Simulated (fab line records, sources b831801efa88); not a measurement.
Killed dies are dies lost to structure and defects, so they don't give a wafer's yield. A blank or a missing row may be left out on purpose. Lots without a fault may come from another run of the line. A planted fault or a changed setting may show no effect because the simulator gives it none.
fab line records | flow gf180mcu
record lots=14 wafers=42 last_day=34
route steps=602 shown HV_LDD@213 PSD@257 SAB@277
lots that met no fault: from a run of the same line without faults
start_h: hours from the record's first day to the start of the lot's first wafer shown | wait_h: hours since the lot's step before | " the same as in the row above | L1.1+2: a row that stands for several wafers | - no value, or no start given | * or withheld: withheld | < > ~ a bound
route shown NAME@n: a module of which the file shows steps, and the number in the route of the first | usual: mean/standard deviation of fault-free wafers | same: alike in all rows | chamber/n: place in a boat | sites: the reading at each site | _std_site: their standard deviation | _edge_site: outer sites' mean less inner sites' | radius_mm: how far each site lies from the wafer's centre | mask NAME#n: copy n | behind: the tool/chamber that last shaped the wafer | hold: why the lot was held/for how many hours/how that ended | device: the transistor (n, p or np) that didn't switch | end of line: the same wafers' tests at the end of the route | a step without rows: its recipe alone | killed: dies lost to structure and defects at the first sort, not the wafer's yield | map: a wafer's dies, x killed, . not, _ none there
set.NAME: the setting as run; set.NAME@STEP: as run at that earlier step | model.NAME: the simulator's own value behind a step, which no gauge read
steps of the route over a sample of lots; a table a step, a row a wafer
services: from which hour (start_h, from the record's first day; less than 0 if before it) a tool's chamber was out of use, for how many hours, and why
## steps
# step GF_HV_LDD_STRIP_37
# recipe chemistry=O2/N2 power_w=1400 pressure_mtorr=1500 platen_temp_c=250 o2_flow_sccm=3000 n2_flow_sccm=300 overash_fraction=0.5
# usual drypump_motor_current_A=5.8/0.47 heater_power_w=305/22 oes_product_au=0.717/0.0046 strip_time_to_endpoint_s=12.61/0.039
# columns lot.wafer tool chamber start_h wait_h drypump_motor_current_A heater_power_w oes_product_au rf_hours_counter_h strip_time_to_endpoint_s
L596.2 plasma_asher-04 0 251.66 0.1 6.7 308 0.715 60 12.65
L596.5 " 0 " " 6.7 314 0.715 - 12.64
L596.6 " 1 " " 5.5 293 0.717 - 12.61
L600.2 plasma_asher-03 1 278.56 0.1 6.0 330 0.716 52 12.66
L600.4 " 1 " " 6.0 331 0.715 - 12.62
L600.6 " 0 " " 5.1 358 0.717 - 12.65
L603.1 plasma_asher-04 0 306.28 0.1 6.7 310 0.712 66 12.61
L603.3 " 1 " " 5.4 293 0.720 - 12.59
L603.4 " 0 " " 6.7 295 0.714 - 12.60
L604.1 plasma_asher-02 0 316.56 0.1 5.9 292 0.720 20 12.52
L604.3 " 0 " " 5.9 292 0.716 - 12.52
L604.5 " 0 " " 5.9 293 0.717 - 12.54
L605.2 plasma_asher-04 1 322.66 0.1 5.5 292 0.722 68 12.60
L605.3 " 0 " " 6.7 313 0.716 - 12.57
L605.6 " 1 " " 5.5 302 0.714 - 12.60
L607.2 plasma_asher-03 1 340.08 0.1 6.0 329 0.713 57 12.59
L607.4 " 1 " " 6.0 332 0.720 - 12.61
L607.6 " 1 " " 6.0 335 0.713 - 12.63
L609.2 plasma_asher-02 0 364.51 0.1 5.9 288 0.720 25 12.56
L609.4 " 1 " " 5.6 280 0.726 - 12.57
L609.6 " 0 " " 5.9 295 0.723 - 12.58
L610.2 plasma_asher-04 1 374.73 0.1 5.5 302 0.714 73 12.64
L610.3 " 0 " " 6.7 312 0.707 - 12.66
L610.6 " 0 " " 6.7 309 0.723 - 12.68
L611.1 plasma_asher-02 1 379.30 0.1 5.7 277 0.719 27 12.63
L611.3 " 1 " " 5.7 277 0.712 - 12.60
L611.6 " 1 " " 5.6 287 0.721 - 12.62
L612.1 plasma_asher-04 1 384.30 0.1 5.5 294 0.720 74 12.59
L612.4 " 0 " " 6.7 311 0.728 - 12.54
L612.5 " 0 " " 6.7 308 0.719 - 12.55
L614.2 plasma_asher-02 1 400.61 0.1 5.7 286 0.719 28 12.63
L614.3 " 0 " " 5.9 296 0.714 - 12.62
L614.5 " 0 " " 5.9 291 0.713 - 12.60
L616.2 plasma_asher-04 0 414.60 0.1 6.7 315 0.713 78 12.58
L616.4 " 1 " " 5.5 301 0.707 - 12.58
L616.6 " 0 " " 6.7 309 0.713 - 12.62
L617.2 plasma_asher-02 0 418.25 0.1 5.9 287 0.726 30 12.64
L617.3 " 1 " " 5.6 294 0.715 - 12.62
L617.4 " 0 " " 5.9 289 0.718 - 12.63
L619.1 plasma_asher-04 0 432.90 0.1 6.7 322 0.714 80 12.66
L619.2 " 1 " " 5.5 291 0.721 80 12.66
L619.4 " 1 " " 5.5 298 0.721 - 12.65
# step GF_HV_LDD_RTA_52
# recipe temp_c=1000 time_s=10 ambient=N2
# usual anneal_temp_c_max=1003.9/1.4 lamp_power_pct=33.1/2.6 wafer_temp_C_max=1006.0/1.4
# columns lot.wafer tool chamber start_h wait_h anneal_temp_c_max lamp_power_pct wafer_temp_C_max
L596.2 rtp_anneal-01 0 271.73 0.0 1001.8 30.5 1006.8
L596.5 " 0 " " 1003.0 30.5 1008.4
L596.6 " 0 " " 1003.5 30.5 1005.7
L600.2 rtp_anneal-02 0 298.89 0.0 1004.1 35.7 1006.1
L600.4 " 0 " " 1004.6 35.7 1008.4
L600.6 " 0 " " 1005.8 35.6 1005.4
L603.1 rtp_anneal-02 0 327.79 0.0 1003.6 35.6 1005.4
L603.3 " 0 " " 1006.2 35.6 1005.0
L603.4 " 0 " " 1004.6 35.6 1005.2
L604.1 rtp_anneal-01 0 338.32 0.0 1002.7 30.6 1005.8
L604.3 " 0 " " 1002.9 30.5 1008.0
L604.5 " 0 " " 1002.4 30.5 1005.9
L605.2 rtp_anneal-01 0 344.73 0.0 1002.7 30.5 1007.3
L605.3 " 0 " " 1003.9 30.5 1006.5
L605.6 " 0 " " 1003.6 30.4 1007.8
L607.2 rtp_anneal-02 0 362.43 0.0 1005.5 35.6 1005.6
L607.4 " 0 " " 1004.1 35.7 1008.2
L607.6 " 0 " " 1004.8 35.6 1007.2
L609.2 rtp_anneal-01 0 386.52 0.0 1003.3 30.5 1007.7
L609.4 " 0 " " 1002.4 30.4 1006.5
L609.6 " 0 " " 1003.2 30.5 1011.1
L610.2 rtp_anneal-02 0 397.62 0.0 1005.1 35.6 1005.5
L610.3 " 0 " " 1005.8 35.6 1006.4
L610.6 " 0 " " 1006.3 35.6 1002.3
L611.1 rtp_anneal-01 0 402.87 0.0 1002.1 30.5 1006.1
L611.3 " 0 " " 1002.6 30.5 1005.7
L611.6 " 0 " " 1002.8 30.5 1004.1
L612.1 rtp_anneal-02 0 407.41 0.0 1005.1 35.7 1004.8
L612.4 " 0 " " 1005.2 35.6 1007.1
L612.5 " 0 " " 1007.5 35.7 1005.2
L614.2 rtp_anneal-02 0 424.88 0.0 1004.4 35.7 1004.6
L614.3 " 0 " " 1004.0 35.6 1005.5
L614.5 " 0 " " 1003.7 35.6 1004.0
L616.2 rtp_anneal-01 0 438.75 0.0 1004.3 30.4 1005.7
L616.4 " 0 " " 1002.8 30.5 1007.5
L616.6 " 0 " " 1003.4 30.5 1005.1
L617.2 rtp_anneal-02 0 443.02 0.0 1006.7 35.6 1006.3
L617.3 " 0 " " 1004.5 35.6 1004.7
L617.4 " 0 " " 1004.8 35.6 1004.7
L619.1 rtp_anneal-01 0 457.42 0.0 1002.0 30.5 1006.3
L619.2 " 0 " " 1002.0 30.5 1006.9
L619.4 " 0 " " 1001.7 30.5 1006.9
# step GF_PSD_IMPLANT_09
# recipe species=BF2 energy_kev=40 dose_cm2=1.5e+15 tilt_deg=7
# usual beam_energy_keV=39.998/0.012
# columns lot.wafer tool chamber start_h wait_h beam_energy_keV
L596.2 implanter-04 0 315.65 0.0 40.003
L596.5 " 0 " " 39.981
L596.6 " 0 " " 39.995
L600.2 implanter-04 0 345.18 0.0 39.981
L600.4 " 0 " " 39.972
L600.6 " 0 " " 39.968
L603.1 implanter-04 0 375.72 0.0 31.503
L603.3 " 0 " " 31.512
L603.4 " 0 " " 31.496
L604.1 implanter-04 0 386.31 0.0 31.506
L604.3 " 0 " " 31.499
L604.5 " 0 " " 31.494
L605.2 implanter-02 0 391.90 0.0 39.988
L605.3 " 0 " " 40.005
L605.6 " 0 " " 40.002
L607.2 implanter-01 0 410.48 0.0 39.998
L607.4 " 0 " " 39.994
L607.6 " 0 " " 39.977
L609.2 implanter-01 0 436.45 0.0 39.972
L609.4 " 0 " " 39.996
L609.6 " 0 " " 39.983
L610.2 implanter-01 0 448.43 0.0 40.003
L610.3 " 0 " " 39.992
L610.6 " 0 " " 40.010
L611.1 implanter-04 0 453.87 0.0 40.003
L611.3 " 0 " " 40.013
L611.6 " 0 " " 39.989
L612.1 implanter-02 0 457.97 0.0 39.998
L612.4 " 0 " " 39.995
L612.5 " 0 " " 39.995
L614.2 implanter-02 0 476.73 0.0 40.003
L614.3 " 0 " " 40.001
L614.5 " 0 " " 40.003
L616.2 implanter-04 0 489.73 0.0 39.998
L616.4 " 0 " " 40.000
L616.6 " 0 " " 39.964
L617.2 implanter-02 0 494.23 0.0 40.008
L617.3 " 0 " " 40.013
L617.4 " 0 " " 40.012
L619.1 implanter-01 0 508.56 0.0 40.013
L619.2 " 0 " " 40.012
L619.4 " 0 " " 40.013
# step GF_PSD_STRIP_10
# recipe chemistry=O2/N2 power_w=1400 pressure_mtorr=1500 platen_temp_c=250 o2_flow_sccm=3000 n2_flow_sccm=300 overash_fraction=0.5
# usual drypump_motor_current_A=5.8/0.45 heater_power_w=307/23 oes_product_au=0.592/0.0045 strip_time_to_endpoint_s=16.54/0.04
# columns lot.wafer tool chamber start_h wait_h drypump_motor_current_A heater_power_w oes_product_au rf_hours_counter_h strip_time_to_endpoint_s
L596.2 plasma_asher-02 1 315.77 0.1 5.7 273 0.596 20 16.55
L596.5 " 1 " " 5.7 287 0.594 - 16.60
L596.6 " 0 " " 5.9 295 0.592 - 16.55
L600.2 plasma_asher-04 0 345.31 0.1 6.7 310 0.591 70 16.50
L600.4 " 0 " " 6.7 311 0.596 - 16.52
L600.6 " 0 " " 6.7 314 0.589 - 16.50
L603.1 plasma_asher-02 0 375.87 0.1 5.9 289 0.603 26 15.75
L603.3 " 1 " " 5.7 285 0.610 - 15.72
L603.4 " 0 " " 5.9 290 0.613 - 15.75
L604.1 plasma_asher-01 1 386.46 0.1 5.2 347 0.615 73 15.74
L604.3 " 0 " " 5.8 337 0.616 - 15.75
L604.5 " 1 " " 5.2 345 0.612 - 15.72
L605.2 plasma_asher-01 0 392.02 0.1 5.8 341 0.597 73 16.55
L605.3 " 1 " " 5.2 337 0.597 - 16.53
L605.6 " 0 " " 5.8 339 0.586 - 16.54
L607.2 plasma_asher-04 0 410.60 0.1 6.7 306 0.598 77 16.61
L607.4 " 1 " " 5.5 295 0.583 - 16.55
L607.6 " 1 " " 5.5 295 0.586 - 16.57
L609.2 plasma_asher-04 0 436.57 0.1 6.7 304 0.588 80 16.50
L609.4 " 0 " " 6.7 309 0.592 - 16.52
L609.6 " 1 " " 5.5 293 0.590 - 16.51
L610.2 plasma_asher-04 0 448.55 0.1 6.7 311 0.594 81 16.54
L610.3 " 0 " " 6.7 302 0.592 - 16.54
L610.6 " 0 " " 6.7 312 0.597 - 16.56
L611.1 plasma_asher-02 1 454.02 0.1 5.7 280 0.592 34 16.53
L611.3 " 0 " " 5.9 291 0.589 - 16.55
L611.6 " 1 " " 5.7 288 0.605 - 16.55
L612.1 plasma_asher-01 1 458.12 0.1 5.2 349 0.588 3 16.47
L612.4 " 0 " " 5.8 340 0.594 - 16.49
L612.5 " 1 " " 5.2 337 0.589 - 16.51
L614.2 plasma_asher-02 1 476.85 0.1 5.6 292 0.595 36 16.57
L614.3 " 0 " " 5.9 297 0.597 - 16.53
L614.5 " 1 " " 5.6 279 0.587 - 16.61
L616.2 plasma_asher-04 1 489.85 0.1 5.5 302 0.587 86 16.57
L616.4 " 1 " " 5.5 296 0.588 - 16.53
L616.6 " 0 " " 6.7 310 0.596 - 16.56
L617.2 plasma_asher-02 1 494.35 0.1 5.7 276 0.595 38 16.51
L617.3 " 0 " " 5.9 299 0.597 - 16.55
L617.4 " 1 " " 5.7 282 0.598 - 16.54
L619.1 plasma_asher-02 0 508.71 0.1 5.9 296 0.589 40 16.54
L619.2 " 1 " " 5.6 285 0.590 40 16.52
L619.4 " 1 " " 5.7 286 0.590 - 16.50
# step GF_PSD_TW_MEAS_11
# usual PSD_TW=3160/36
# columns lot.wafer tool chamber start_h wait_h hold PSD_TW
L596.2 film_metro-04 - 315.88 0.1 - 3229
L596.5 " - " " - 3248
L596.6 " - " " - 3236
L600.2 film_metro-02 - 345.42 0.1 - 3182
L600.4 " - " " - 3169
L600.6 " - " " - 3155
L603.1 film_metro-01 - 375.97 0.1 await_dispo/0.2h/release 2955
L603.3 " - " " await_dispo/0.2h/release 2949
L603.4 " - " " await_dispo/0.2h/release 2956
L603.1 film_metro-01 - 376.20 0.2 - 2958
L603.3 " - " " - 2947
L603.4 " - " " - 2956
L604.1 film_metro-01 - 386.56 0.1 await_dispo/0.2h/release 2935
L604.3 " - " " await_dispo/0.2h/release 2945
L604.5 " - " " await_dispo/0.2h/release 2934
L604.1 film_metro-01 - 386.87 0.3 - 2940
L604.3 " - " " - 2948
L604.5 " - " " - 2940
L605.2 film_metro-02 - 392.13 0.1 - 3181
L605.3 " - " " - 3185
L605.6 " - " " - 3176
L607.2 film_metro-01 - 410.71 0.1 - 3147
L607.4 " - " " - 3124
L607.6 " - " " - 3136
L609.2 film_metro-02 - 436.68 0.1 - 3184
L609.4 " - " " - 3171
L609.6 " - " " - 3173
L610.2 film_metro-01 - 448.66 0.1 - 3142
L610.3 " - " " - 3135
L610.6 " - " " - 3137
L611.1 film_metro-01 - 454.12 0.1 - 3136
L611.3 " - " " - 3139
L611.6 " - " " - 3129
L612.1 film_metro-01 - 458.22 0.1 - 3112
L612.4 " - " " - 3137
L612.5 " - " " - 3115
L614.2 film_metro-01 - 476.96 0.1 - 3125
L614.3 " - " " - 3137
L614.5 " - " " - 3119
L616.2 film_metro-01 - 489.96 0.1 - 3117
L616.4 " - " " - 3126
L616.6 " - " " - 3134
L617.2 film_metro-01 - 494.46 0.1 - 3121
L617.3 " - " " - 3127
L617.4 " - " " - 3111
L619.1 film_metro-04 - 508.81 0.1 - 3176
L619.2 " - " " - 3184
L619.4 " - " " - 3197
# step GF_PSD_RS_MEAS_15
# recipe thk_meas_gauge=four-point-probe
# usual PSD_RS=108.45/0.29
# columns lot.wafer tool chamber start_h wait_h hold PSD_RS[ohm/sq]
L596.2 film_metro-01 - 316.21 0.1 - 107.96
L596.5 " - " " - 108.26
L596.6 " - " " - 108.50
L600.2 film_metro-04 - 345.74 0.1 - 108.51
L600.4 " - " " - 108.55
L600.6 " - " " - 108.80
L603.1 film_metro-02 - 381.63 0.3 await_dispo/0.2h/release 121.02
L603.3 " - " " await_dispo/0.2h/release 121.44
L603.4 " - " " await_dispo/0.2h/release 121.10
L603.1 film_metro-02 - 381.92 0.3 - 121.05
L603.3 " - " " - 120.99
L603.4 " - " " - 121.30
L605.2 film_metro-04 - 392.46 0.1 - 107.92
L605.3 " - " " - 108.13
L605.6 " - " " - 108.30
L604.1 film_metro-01 - 392.93 0.1 await_dispo/0.2h/release 122.23
L604.3 " - " " await_dispo/0.2h/release 121.74
L604.5 " - " " await_dispo/0.2h/release 121.65
L604.1 film_metro-01 - 393.32 0.4 - 122.20
L604.3 " - " " - 121.58
L604.5 " - " " - 121.79
L607.2 film_metro-04 - 411.04 0.1 - 108.23
L607.4 " - " " - 108.67
L607.6 " - " " - 108.07
L609.2 film_metro-02 - 437.00 0.1 - 108.26
L609.4 " - " " - 108.15
L609.6 " - " " - 108.44
L610.2 film_metro-02 - 448.99 0.1 - 108.51
L610.3 " - " " - 108.78
L610.6 " - " " - 109.11
L611.1 film_metro-02 - 454.43 0.1 - 108.19
L611.3 " - " " - 108.68
L611.6 " - " " - 108.76
L612.1 film_metro-04 - 458.54 0.1 - 108.11
L612.4 " - " " - 108.07
L612.5 " - " " - 108.08
L614.2 film_metro-02 - 477.29 0.1 - 108.29
L614.3 " - " " - 108.52
L614.5 " - " " - 108.13
L616.2 film_metro-02 - 490.29 0.1 - 108.37
L616.4 " - " " - 108.31
L616.6 " - " " - 108.28
L617.2 film_metro-04 - 494.79 0.1 - 108.29
L617.3 " - " " - 108.25
L617.4 " - " " - 108.33
L619.1 film_metro-02 - 509.12 0.1 - 108.10
L619.2 " - " " - 108.28
L619.4 " - " " - 107.93
# step GF_SAB_STRIP_13
# recipe chemistry=O2/N2 power_w=1400 pressure_mtorr=1500 platen_temp_c=250 o2_flow_sccm=3000 n2_flow_sccm=300 overash_fraction=0.5
# usual drypump_motor_current_A=5.6/0.33 heater_power_w=328/27 oes_product_au=0.710/0.0046 strip_time_to_endpoint_s=12.60/0.037
# columns lot.wafer tool chamber start_h wait_h drypump_motor_current_A heater_power_w oes_product_au rf_hours_counter_h strip_time_to_endpoint_s
L596.2 plasma_asher-01 1 337.67 0.0 5.2 356 0.706 68 12.59
L596.5 " 1 " " 5.2 355 0.708 - 12.56
L596.6 " 0 " " 5.8 329 0.712 - 12.60
L600.2 plasma_asher-02 0 368.82 0.0 5.9 301 0.714 26 12.59
L600.4 " 1 " " 5.6 278 0.707 - 12.64
L600.6 " 1 " " 5.6 290 0.711 - 12.62
L603.1 plasma_asher-01 1 398.07 0.0 5.2 347 0.702 74 12.59
L603.3 " 1 " " 5.2 354 0.705 - 12.58
L603.4 " 0 " " 5.8 343 0.719 - 12.59
L605.2 plasma_asher-01 1 416.02 0.0 5.2 354 0.715 76 12.61
L605.3 " 0 " " 5.8 338 0.714 - 12.56
L605.6 " 0 " " 5.9 335 0.710 - 12.60
L607.2 plasma_asher-02 1 435.32 0.0 5.7 283 0.709 32 12.57
L607.4 " 0 " " 5.9 291 0.707 - 12.55
L607.6 " 0 " " 5.9 300 0.705 - 12.56
L609.2 plasma_asher-01 0 461.03 0.0 5.7 349 0.710 3 12.53
L609.4 " 0 " " 5.7 349 0.709 - 12.55
L609.6 " 0 " " 5.8 351 0.708 - 12.56
L610.2 plasma_asher-01 1 472.88 0.0 5.2 340 0.720 4 12.60
L610.3 " 0 " " 5.8 351 0.709 - 12.58
L610.6 " 1 " " 5.2 345 0.717 - 12.53
L611.1 plasma_asher-01 0 478.08 0.0 5.8 343 0.713 5 12.67
L611.3 " 1 " " 5.2 341 0.706 - 12.64
L611.6 " 1 " " 5.2 339 0.711 - 12.63
L612.1 plasma_asher-03 0 483.01 0.0 5.1 353 0.707 73 12.55
L612.4 " 1 " " 6.0 338 0.705 - 12.56
L612.5 " 1 " " 6.0 338 0.705 - 12.56
L614.2 plasma_asher-03 0 501.89 0.0 5.1 344 0.702 76 12.59
L614.3 " 0 " " 5.1 359 0.713 - 12.64
L614.5 " 1 " " 6.0 327 0.713 - 12.64
L616.2 plasma_asher-03 0 514.30 0.0 5.1 350 0.710 77 12.54
L616.4 " 0 " " 5.1 349 0.715 - 12.54
L616.6 " 1 " " 6.0 335 0.712 - 12.58
L617.2 plasma_asher-02 0 518.28 0.0 5.8 293 0.708 41 12.65
L617.3 " 0 " " 5.9 294 0.708 - 12.66
L617.4 " 1 " " 5.7 280 0.710 - 12.59
L619.1 plasma_asher-01 0 532.57 0.0 5.7 352 0.706 7 12.60
L619.2 " 1 " " 5.2 343 0.707 7 12.57
L619.4 " 0 " " 5.8 354 0.698 - 12.61
## services
# columns tool chamber start_h hours kind
plasma_asher-01 - 241.74 11.7 repair
implanter-04 - 242.49 1.8 repair
implanter-04 - 247.27 2.3 repair
implanter-02 - 249.48 2.5 pm
implanter-02 - 250.41 2.3 repair
implanter-02 - 252.69 2.5 pm
implanter-02 - 255.31 2.0 repair
implanter-04 - 268.71 3.5 repair
implanter-02 - 287.11 5.7 repair
plasma_asher-03 - 288.27 16.6 repair
plasma_asher-02 - 310.29 0.9 repair
implanter-02 - 318.42 3.3 repair
rtp_anneal-01 - 355.82 4.3 pm
implanter-04 - 356.95 2.4 pm
rtp_anneal-02 - 375.91 1.5 repair
implanter-04 - 407.44 3.8 repair
plasma_asher-01 - 408.98 2.8 pm
implanter-04 - 409.63 3.1 repair
plasma_asher-01 - 421.25 9.0 pm
plasma_asher-04 - 425.19 2.9 repair
plasma_asher-01 - 478.67 28.1 pm
rtp_anneal-02 - 482.18 4.9 pm
plasma_asher-03 - 506.59 2.8 pm
implanter-04 - 513.59 4.9 pm
## key
first_sign step=GF_PSD_IMPLANT_09 reading=beam_energy_keV direction=down sigmas=99+ usual=39.998 struck=31.502
effect step=GF_PSD_STRIP_10 reading=strip_time_to_endpoint_s direction=down sigmas=20 usual=* struck=*
effect step=GF_PSD_TW_MEAS_11 reading=visit direction=added
effect step=GF_PSD_TW_MEAS_11 reading=PSD_TW direction=down sigmas=6 usual=3160 struck=2946
effect step=GF_PSD_RS_MEAS_15 reading=visit direction=added
effect step=GF_PSD_RS_MEAS_15 reading=PSD_RS direction=up sigmas=45 usual=108.45 struck=121.53
met_at GF_PSD_IMPLANT_09
struck_lots L603,L604
scrapped_behind GF_PSD_RS_MEAS_15 L604.1,L604.3,L604.5
rows_end L603.1
sort_left_out L603.3,L603.4
tester_left_out L603
not_acting_at GF_HV_LDD_STRIP_37,GF_HV_LDD_RTA_52,GF_SAB_STRIP_13
onset_between 345.18 375.72
fault kind=process_parameter_drift tool=implanter-04 chamber=- onset_h=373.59 steps=GF_PSD_IMPLANT_09 channel=energy_kev offset=-8.5007 shape=step end_h=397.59 acts_in=these_recipes_only stated=40
# tester_left_out: of these lots the tester's yield and bins aren't shown, on N5 and GAA mostly nor the transistor test; their killed dies are dies lost to structure and defects alone, not to doping, threshold or leakage, so they don't give the yield
# sort_left_out: the simulated sort isn't trusted on such a fault, so these wafers' sort isn't shown, and their yield isn't known
# rows_end: these wafers met a further fault down the route, and their rows from its step on are left out
